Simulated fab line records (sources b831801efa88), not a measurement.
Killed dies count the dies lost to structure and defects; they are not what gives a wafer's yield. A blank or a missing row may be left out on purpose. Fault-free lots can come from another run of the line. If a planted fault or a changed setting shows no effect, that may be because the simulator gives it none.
Matching of chambers    flow sky130    cmp-02 running SKY_LI_CONTACT_CMP_24: 4 sister chambers
The step polishes, stops on PSG, t overpolish 20 s, target thk 0 nm. 21 wafers are shown with their chamber, then 10 later ones without.

== WAFERS, EACH WITH ITS CHAMBER ==
wafer   chamber  motorCurrentA (A)  retainingRingPressureFrac  timeToEndpointS (s)
L798.2  1        10.1               1.004                      93
L798.3  0        10.0               1.010                      91
L798.5  3        12.6               1.002                      96
L799.1  0        10.5               1.003                      92
L799.4  1        9.0                1.006                      91
L799.6  1        8.8                1.014                      95
L800.1  2        11.1               1.006                      93
L800.2  0        10.1               1.007                      88
L800.3  3        12.4               1.006                      94
L801.3  3        13.1               1.000                      88
L801.5  3        13.2               0.998                      91
L801.6  2        11.8               1.001                      92
L802.2  2        11.6               0.990                      91
L802.3  1        10.0               1.000                      89
L802.5  1        10.2               0.998                      90
L805.3  1        9.9                0.994                      95
L805.4  3        12.2               1.003                      93
L805.5  1        9.4                0.999                      92
L811.5  2        11.0               0.997                      95
L811.6  1        9.6                1.001                      92
L812.3  1        9.9                0.999                      93

SIGNATURES (averages over the wafers above)
reading                    chamber 0  chamber 1  chamber 2  chamber 3  scatter within a chamber
motorCurrentA              10.200     9.656      11.375     12.700     0.441
retainingRingPressureFrac  1.00667    1.00167    0.99850    1.00180    0.00523
timeToEndpointS            90.33      92.22      92.75      92.40      2.28
Rule: for a wafer and a chamber, the distance is found by dividing, reading by reading, the gap between the wafer's reading and the chamber's mean by the reading's scatter, squaring, summing and taking the root. If the next closest chamber is less than 2 further off than the closest, the wafer can't be placed; otherwise it belongs to the closest. How the scatter is found: for the shown wafers, subtract from each reading the mean of its chamber, square and add these, divide the total by (wafers less chambers), then take the root.

== WAFERS WITHOUT THEIR CHAMBER ==
wafer   motorCurrentA (A)  retainingRingPressureFrac  timeToEndpointS (s)
L812.6  9.7                1.001                      96
L817.2  10.5               1.000                      93
L817.4  12.6               1.009                      88
L817.5  9.3                0.995                      88
L819.1  9.7                1.002                      94
L819.3  11.0               0.996                      101
L819.4  12.1               0.997                      93
L820.2  10.3               0.992                      89
L820.3  12.5               1.003                      85
L820.4  11.4               1.001                      92

== CHAMBER TAKEN BY EACH ==
wafer   from the rows above                in truth
L812.6  can't be placed: 1 or 0            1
L817.2  can't be placed: 0 or 1 or 2       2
L817.4  can't be placed: 3 or 2            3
L817.5  can't be placed: 1 or 0            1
L819.1  can't be placed: 1 or 0            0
L819.3  can't be placed: 2 or 1 or 0 or 3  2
L819.4  can't be placed: 3 or 2            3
L820.2  can't be placed: 1 or 0 or 2       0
L820.3  can't be placed: 3 or 2            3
L820.4  2                                  2
Placed correctly: 1 of 10. Can't be placed from these rows: 9 (the true chamber is among the candidates in 9). Placed wrongly: 0.
